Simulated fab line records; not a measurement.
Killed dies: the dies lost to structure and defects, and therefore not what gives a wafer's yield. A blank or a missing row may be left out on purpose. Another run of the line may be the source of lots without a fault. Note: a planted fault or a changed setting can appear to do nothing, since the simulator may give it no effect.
Chamber matching + flow sky130 + SKY_LI_CONTACT_CMP_02 on cmp-02: 4 sister chambers
The step polishes PSG. 8 wafers are shown with their chamber, then 9 later ones without.

## WAFERS PAIRED WITH THEIR CHAMBERS
| wafer  | chamber | motor_current_A (A) | time_to_endpoint_s (s) |
|--------|---------|---------------------|------------------------|
| L797.2 | 1       | 10.6                | 32.4                   |
| L799.6 | 1       | 10.9                | 32.5                   |
| L800.1 | 2       | 12.3                | 34.0                   |
| L800.2 | 3       | 11.9                | 33.3                   |
| L800.5 | 2       | 11.9                | 33.0                   |
| L809.1 | 3       | 11.5                | 34.3                   |
| L809.2 | 0       | 10.2                | 35.8                   |
| L809.6 | 0       | 10.5                | 34.4                   |

## WAFERS WITHOUT THEIR CHAMBER
| wafer  | motor_current_A (A) | time_to_endpoint_s (s) |
|--------|---------------------|------------------------|
| L813.1 | 11.0                | 33.0                   |
| L813.2 | 11.2                | 31.9                   |
| L813.6 | 12.4                | 30.8                   |
| L814.1 | 11.8                | 34.8                   |
| L814.2 | 10.9                | 30.3                   |
| L814.4 | 10.8                | 32.8                   |
| L815.1 | 11.7                | 32.7                   |
| L815.2 | 10.9                | 33.2                   |
| L815.5 | 10.8                | 31.5                   |

## EACH ONE'S CHAMBER
| wafer  | from the rows above     | in truth                   |
|--------|-------------------------|----------------------------|
| L813.1 | can't be placed: 1 or 3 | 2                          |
| L813.2 | can't be placed: 1 or 3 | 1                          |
| L813.6 | can't be placed: 2 or 3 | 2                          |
| L814.1 | can't be placed: 3 or 2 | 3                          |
| L814.2 | 1                       | 1                          |
| L814.4 | 1                       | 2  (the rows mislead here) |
| L815.1 | can't be placed: 3 or 2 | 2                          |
| L815.2 | 1                       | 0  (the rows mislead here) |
| L815.5 | 1                       | 1                          |
Correct placement for 2 of the 9. Not placeable from these rows: 5 (in 4, the candidates include the true chamber). 2 placed wrongly.
How it was worked out, from the rows above alone: a wafer's distance from a chamber is the root of the sum, over the readings, of the square of ((its reading less the chamber's mean) divided by the reading's scatter). If the next closest chamber is less than 2 further off than the closest, the wafer can't be placed; otherwise it belongs to the closest. Each chamber's mean is taken over the wafers shown for it. The scatter: take each reading less its chamber's mean, square it, sum over the shown wafers, divide by the number of wafers less the number of chambers, and take the root.
